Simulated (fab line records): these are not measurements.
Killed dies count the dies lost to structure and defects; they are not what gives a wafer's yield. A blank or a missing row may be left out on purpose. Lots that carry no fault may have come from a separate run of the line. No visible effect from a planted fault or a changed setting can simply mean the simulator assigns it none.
A lot that was struck, set against a sound lot + flow sky130 + 17 steps out of a route of 708
Sound: wafers L102.1, L102.3, L102.4. The struck wafers were L997.1, L997.2, L997.6. At the end, the cause is stated.
At each step with rows: each side's tool, then ch and its chambers, then its first start. Under that, the readings that differ: sound wafers + struck wafers + difference of the means + sigmas: that difference in standard deviations of wafers without a fault.
alike: readings whose means differ by less than 2 such deviations, and words and numbers that are the same on both sides. not compared: withheld readings, readings that some wafer has no value for, bounds like >300 that may hide the same value, and numbers for which the record gives no deviation and whose values overlap.
The two part at a step that has a row with sigmas, a row that says differs or no value, or rows on one side only. Numbers that don't overlap but have no deviation are shown without sigmas and don't part them. A reading missing from all wafers of one side parts the sides only when that side holds two or more wafers.

first, 6 steps without rows for these wafers: SKY_DNWELL_COAT_02 (resist thk 3000 nm); SKY_DNWELL_SOFTBAKE_03; SKY_DNWELL_EXPOSE_04 (exposes mask DNM, target cd 3000 nm); SKY_DNWELL_PEB_05; SKY_DNWELL_DEVELOP_06 (develop time 60 s); SKY_DNWELL_IMPLANT_07.
SKY_DNWELL_STRIP_08: strips in O2/N2.
  sound on plasma asher-01 ch 0,1, day 4 23:58; struck on plasma asher-03 ch 0,1, day 4 00:52
  alike: drypump motor current A, oes product au, strip time to endpoint s
  not compared: rf hours counter h
SKY_DNWELL_TW_MEAS_09:
  sound: film metro-03 at day 5 00:04; struck: film metro-01 at day 4 00:58
  alike: DNWELL_TW
then, 4 steps without rows for these wafers: SKY_PWDE_DEHYDRATE_00 (time 60 s); SKY_PWDE_HMDS_01 (prime time 60 s); SKY_PWDE_COAT_02 (resist thk 3000 nm); SKY_PWDE_SOFTBAKE_03.
SKY_PWDE_EXPOSE_04: exposes mask PWDEM, target cd 840 nm.
  sound on iline stepper-01 ch 0, day 5 08:21; struck on iline stepper-01 ch 0, day 4 09:40
| reading | sound                   | struck                           | difference | sigmas |
|---------|-------------------------|----------------------------------|------------|--------|
| mask    | PWDEM#0 PWDEM#0 PWDEM#0 | PWDEM_R1#0 PWDEM_R1#0 PWDEM_R1#0 | differs    |        |
after that, 1 step had no rows for these wafers: SKY_PWDE_PEB_05.
SKY_PWDE_DEVELOP_06: develop time 58.2 s.
  sound: litho track-04 ch 0; struck: litho track-01 ch 0
| reading               | sound           | struck            | difference | sigmas |
|-----------------------|-----------------|-------------------|------------|--------|
| model.PWDE.cd nm (nm) | 825.3 825 827.1 | 960.9 959.2 958.6 | +133.8     |        |
SKY_PWDE_OVL_MEAS_07:
  sound: overlay-01 at day 5 17:28; struck: overlay-02 at day 4 17:48
  alike: PWDE_OVL
-- the record jumps here: 42 days lie between the struck wafers' starts before and after (it left off in module PWDE and takes up again in module PAD_OPEN, whose first step shown is number 708 of the route) --
SKY_PAD_OPEN_PROBE_99:
  sound: prober-01 at day 47 18:35; struck: prober-02 at day 46 18:56
| reading                                   | sound                         | struck                        | difference | sigmas |
|-------------------------------------------|-------------------------------|-------------------------------|------------|--------|
| model.etest.res_p_drift_20v.line ohm um   | 1.087e+04 1.156e+04 1.107e+04 | 1.007e+04 1.078e+04 1.027e+04 | -7.933e+02 |        |
| model.etest.res_p_drift_20v.width nm (nm) | 823.1 825.9 832.6             | 961.9 956.3 952.9             | +129.8     |        |

WHERE THEY PART
At SKY_PWDE_EXPOSE_04 and nowhere else, as far as this record goes. Later steps at which nothing parts them and some readings are alike: SKY_PWDE_OVL_MEAS_07.

WHY: what the simulator had put in
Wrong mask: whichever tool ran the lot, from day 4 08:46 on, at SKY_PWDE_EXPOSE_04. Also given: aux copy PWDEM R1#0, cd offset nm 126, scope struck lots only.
